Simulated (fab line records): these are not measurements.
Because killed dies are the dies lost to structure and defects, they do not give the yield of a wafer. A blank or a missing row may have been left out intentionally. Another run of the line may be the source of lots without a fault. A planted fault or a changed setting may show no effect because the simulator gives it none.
Chamber matching | flow gf180mcu | GF_V4_CMP_26 on cmp-01: 4 sister chambers
The step polishes, stops on SiO2, t overpolish 15 s, target thk 0 nm. 16 wafers are shown with their chamber, then 8 later ones without.

== EACH WAFER AND ITS CHAMBER ==
wafer  | chamber | motorCurrentA (A) | timeToEndpointS (s) | slurryFilterDpKPa (kPa)
L312.1 | 3       | 10.2              | 85                  | 13.33
L312.3 | 0       | 10.5              | 83                  | 13.60
L312.4 | 1       | 10.5              | 81                  | 13.44
L313.1 | 2       | 11.0              | 83                  | 13.56
L313.2 | 1       | 10.3              | 86                  | 13.50
L313.5 | 3       | 10.3              | 87                  | 13.37
L315.1 | 1       | 10.5              | 86                  | 13.55
L315.5 | 1       | 10.1              | 87                  | 13.50
L315.6 | 2       | 10.9              | 86                  | 13.49
L316.3 | 2       | 11.4              | 82                  | 13.49
L316.4 | 1       | 10.8              | 87                  | 13.33
L316.6 | 1       | 10.5              | 84                  | 13.47
L317.1 | 2       | 11.4              | 82                  | 13.57
L317.3 | 0       | 10.0              | 79                  | 13.29
L317.6 | 3       | 9.9               | 82                  | 13.42
L318.3 | 2       | 11.2              | 84                  | 13.48

SIGNATURES (means of the wafers above)
reading           | chamber 0 | chamber 1 | chamber 2 | chamber 3 | scatter within a chamber
motorCurrentA     | 10.250    | 10.450    | 11.180    | 10.133    | 0.241
timeToEndpointS   | 81.00     | 85.17     | 83.40     | 84.67     | 2.21
slurryFilterDpKPa | 13.4450   | 13.4650   | 13.5180   | 13.3733   | 0.0857
Rule: for each reading, subtract the chamber's mean from the wafer's reading, divide by that reading's scatter and square the result; add these up over the readings and take the root, which gives the wafer's distance from the chamber. If the next closest chamber is less than 2 further off than the closest, the wafer can't be placed; otherwise it belongs to the closest. How the scatter is found: for the shown wafers, subtract from each reading the mean of its chamber, square and add these, divide the total by (wafers less chambers), then take the root.

== WAFERS WITH NO CHAMBER GIVEN ==
wafer  | motorCurrentA (A) | timeToEndpointS (s) | slurryFilterDpKPa (kPa)
L318.5 | 11.1              | 85                  | 13.28
L318.6 | 9.8               | 91                  | 13.25
L321.2 | 9.9               | 84                  | 13.28
L321.3 | 11.4              | 83                  | 13.41
L321.5 | 11.4              | 81                  | 13.52
L333.1 | 10.8              | 87                  | 13.70
L333.3 | 10.1              | 89                  | 13.46
L333.6 | 10.5              | 83                  | 13.40

== THE CHAMBER EACH PASSED THROUGH ==
wafer  | from the rows above               | in truth
L318.5 | can't be placed: 2 or 1 or 3 or 0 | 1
L318.6 | can't be placed: 3 or 1 or 0      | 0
L321.2 | can't be placed: 3 or 0 or 1      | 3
L321.3 | 2                                 | 2
L321.5 | 2                                 | 2
L333.1 | can't be placed: 2 or 1 or 0 or 3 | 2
L333.3 | can't be placed: 3 or 1 or 0      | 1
L333.6 | can't be placed: 1 or 0 or 3 or 2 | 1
Placed correctly: 2 of 8. Can't be placed from these rows: 6 (the true chamber is among the candidates in 6). 0 placed wrongly.
